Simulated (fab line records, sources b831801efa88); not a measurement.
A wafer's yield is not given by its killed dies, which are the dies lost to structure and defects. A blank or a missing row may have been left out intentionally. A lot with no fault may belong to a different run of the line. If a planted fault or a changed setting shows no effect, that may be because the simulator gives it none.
A lot that was struck, set against a sound lot / flow sky130 / 17 steps out of a route of 708
Sound: the wafers L763.1, L763.3, L763.4. The struck wafers were L768.1, L768.4, L768.5. Last of all comes the cause.
Each step with rows lists, per side, the tool, then ch with its chambers, then its first start. Under that, the readings that differ: sound wafers / struck wafers / difference of the means / sigmas: that difference in standard deviations of wafers without a fault.
alike: a reading whose means differ by less than 2 such deviations, as well as words and numbers matching on both sides. not compared: withheld readings; readings where some wafer has no value; bounds like >300 that might hide an equal value; numbers whose values overlap and for which the record gives no deviation.
A row with sigmas, a row that says differs or no value, or rows on one side alone: a step with any of these is where the two part. When numbers do not overlap yet have no deviation, they are printed without sigmas and do not part them. A reading that every wafer of one side lacks parts them only if that side has two wafers or more.

SKY_CONTACT_ETCH_18: etches Si3N4 in CHF3/O2, stops on TiN, time 39 s, target depth 75 nm.
  sound: rie-diel-01 ch 0,1,2; struck: rie-diel-01 ch 0,1
  alike: drypump-motor-current-A, oes-product-au, throttle-valve-pct
  not compared: rf-hours-counter-h
then, 5 steps without rows for these wafers: SKY_CONTACT_STRIP_19 (strips in O2/N2); SKY_CONTACT_STRIP_20 (strips in post etch residue remover, time 1200 s); SKY_CONTACT_CLEAN_21 (cleans in IPA, time 180 s); SKY_CONTACT_CLEAN_22 (cleans in O3/DIW); SKY_CONTACT_SPUTTER_23 (material TiN, target thk 20 nm, time 80 s).
SKY_CONTACT_CVD_24: deposits W, target thk 340 nm, time 102.12 s.
  sound on cvd-w-02 ch 0,1, day 35 21:38; struck on cvd-w-01 ch 0,1, day 38 01:15
reading=heater-power-w (W); sound=968 953 912; struck=811 815 813; difference=-131; sigmas=-3
SKY_CONTACT_RS_MEAS_25: measurement is done with a four-point probe.
  struck on film-metro-03, day 38 01:22; sound on film-metro-02, day 35 21:45
  alike: CONTACT_W_RS
SKY_CONTACT_THK_MEAS_26: measures by xrf.
  struck on film-metro-03, day 38 01:29; sound on film-metro-02, day 35 21:52
  alike: CONTACT_W_THK
SKY_CONTACT_CMP_27: polishes, stops on SiO2, t overpolish 15 s, target thk 0 nm.
  sound on cmp-02 ch 0,1,2, day 35 21:56; struck on cmp-01 ch 0,1, day 38 01:32
  alike: motor-current-A, overpolish-run-s, time-to-endpoint-s
then, 1 step without rows for these wafers: SKY_METAL1_SPUTTER_00 (material Ti, target thk 15 nm, time 10 s).
SKY_METAL1_SPUTTER_01: material TiN, target thk 20 nm, time 16.7 s.
  struck on pvd-sputter-04, day 38 01:52; sound on pvd-sputter-04, day 35 22:16
  alike: throttle-valve-pct
SKY_METAL1_SPUTTER_02: material AlCu, target thk 250 nm, time 13.3 s.
  struck on pvd-sputter-04, day 38 01:53; sound on pvd-sputter-04, day 35 22:17
reading=model.AlCu_of_METAL1_SPUTTER_02.thk-nm (nm); sound=247.2 250.6 248.5; struck=77.34 77.5 75.1; difference=-172.12; sigmas=
  alike: throttle-valve-pct
SKY_METAL1_SPUTTER_03: material Ti, target thk 5 nm, time 3.3 s.
  struck on pvd-sputter-04, day 38 01:55; sound on pvd-sputter-04, day 35 22:19
  alike: throttle-valve-pct
then, 1 step without rows for these wafers: SKY_METAL1_SPUTTER_04 (material TiN, target thk 70 nm, time 58.3 s).
SKY_METAL1_RS_MEAS_05: measurement is done with a four-point probe.
  struck on film-metro-04, day 38 02:22; sound on film-metro-02, day 35 22:22
reading=METAL1_ALCU_RS (ohm/sq); sound=0.1284 0.1268 0.1280; struck=0.4424 0.4403 0.4557; difference=+0.3184; sigmas=+99 or more
  not compared: hold
then, 1 step without rows for these wafers: SKY_PAD_OPEN_PROBE_99.

== WHERE THEY PART ==
At SKY_CONTACT_CVD_24 first; at SKY_METAL1_RS_MEAS_05 last (within this record only).

WHY: the cause the simulator had injected
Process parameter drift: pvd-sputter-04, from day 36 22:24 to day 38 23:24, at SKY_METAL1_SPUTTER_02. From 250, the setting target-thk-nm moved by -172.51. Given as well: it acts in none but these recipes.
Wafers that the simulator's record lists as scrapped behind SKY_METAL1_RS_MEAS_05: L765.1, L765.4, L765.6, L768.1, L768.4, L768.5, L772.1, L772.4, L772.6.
